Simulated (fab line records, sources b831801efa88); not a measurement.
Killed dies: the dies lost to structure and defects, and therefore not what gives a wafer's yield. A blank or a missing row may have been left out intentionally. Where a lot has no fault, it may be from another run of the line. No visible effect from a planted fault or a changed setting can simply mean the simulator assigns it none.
A struck lot beside a sound one || flow gf180mcu || 16 out of 602 route steps
Sound: wafers L116.1, L116.3, L116.4. Wafers struck: L124.1, L124.2, L124.4. Last of all comes the cause.
At each step with rows: each side's tool, then ch and its chambers, then its first start. Under that, the readings that differ: sound wafers || struck wafers || difference of the means || sigmas: that difference in standard deviations of wafers without a fault.
alike: a reading whose means differ by less than 2 such deviations, as well as words and numbers matching on both sides. not compared: withheld readings; readings where some wafer has no value; bounds like >300 that might hide an equal value; numbers whose values overlap and for which the record gives no deviation.
A row with sigmas, a row that says differs or no value, or rows on one side alone: a step with any of these is where the two part. Numbers that don't overlap but have no deviation are shown without sigmas and don't part them. Lack of a reading on every wafer of one side parts them only where that side has two or more wafers.

first, 1 step without rows for these wafers: GF_HV_LDD_IMPLANT_09.
GF_HV_LDD_STRIP_10: strips in O2/N2.
  sound on plasma asher-03 ch 0,1, day 10 13:20; struck on plasma asher-03 ch 0,1, day 13 02:09
  alike: drypump motor current A, heater power w, oes product au, strip time to endpoint s
  not compared: rf hours counter h
GF_HV_LDD_TW_MEAS_11:
  sound: film metro-01 at day 10 13:26; struck: film metro-03 at day 13 02:15
  alike: HV_LDD_TW
then, 7 steps without rows for these wafers: GF_HV_LDD_DEHYDRATE_12 (time 60 s); GF_HV_LDD_HMDS_13 (prime time 60 s); GF_HV_LDD_COAT_14 (resist thk 1000 nm); GF_HV_LDD_SOFTBAKE_15 (time 60 s); GF_HV_LDD_EXPOSE_16 (exposes mask Pplus LV AREA, target cd 400 nm); GF_HV_LDD_PEB_17; GF_HV_LDD_DEVELOP_18 (develop time 60 s).
GF_HV_LDD_CD_MEAS_19: target cd 400 nm.
  sound: cd sem-02 at day 11 07:32; struck: cd sem-01 at day 13 22:40
  alike: cd nm
GF_HV_LDD_OVL_MEAS_20:
  sound: overlay-01 at day 11 07:39; struck: overlay-02 at day 13 22:47
  alike: HV_LDD_01_OVL
GF_HV_LDD_IMPLANT_21:
  sound on implanter-04 ch 0, day 11 07:41; struck on implanter-01 ch 0, day 13 22:50
{"reading": "implant ion amu", "sound": "49 49 49", "struck": "11 11 11", "difference": -38, "sigmas": ""}
{"reading": "model.implant.rp nm (nm)", "sound": "20.28 20.28 20.28", "struck": "84.48 84.48 84.48", "difference": "+64.20", "sigmas": ""}
{"reading": "model.implant.drp nm (nm)", "sound": "11.41 11.41 11.41", "struck": "35.62 35.62 35.62", "difference": "+24.21", "sigmas": ""}
  alike: faraday current uA
GF_HV_LDD_STRIP_22: strips in O2/N2.
  sound on plasma asher-03 ch 0,1, day 11 07:50; struck on plasma asher-03 ch 0,1, day 13 22:59
{"reading": "strip time to endpoint s (s)", "sound": "12.62 12.67 12.72", "struck": "12.56 12.62 12.59", "difference": -0.08, "sigmas": -2}
  alike: drypump motor current A, heater power w, oes product au
  not compared: rf hours counter h
GF_HV_LDD_TW_MEAS_23:
  sound: film metro-01 at day 11 07:56; struck: film metro-04 at day 13 23:19
{"reading": "HV_LDD_2_TW", "sound": "1051 1049 1050", "struck": "661 654 659", "difference": -392, "sigmas": -53}
  not compared: hold
GF_PASSIVATION_PROBE_99:
  the record has rows for the sound wafers here (prober-01, day 29 15:37) and none for the struck ones

WHERE THEY PART
Last at GF_PASSIVATION_PROBE_99 as far as this record goes, first at GF_HV_LDD_STRIP_22.

WHY: what the simulator had put in
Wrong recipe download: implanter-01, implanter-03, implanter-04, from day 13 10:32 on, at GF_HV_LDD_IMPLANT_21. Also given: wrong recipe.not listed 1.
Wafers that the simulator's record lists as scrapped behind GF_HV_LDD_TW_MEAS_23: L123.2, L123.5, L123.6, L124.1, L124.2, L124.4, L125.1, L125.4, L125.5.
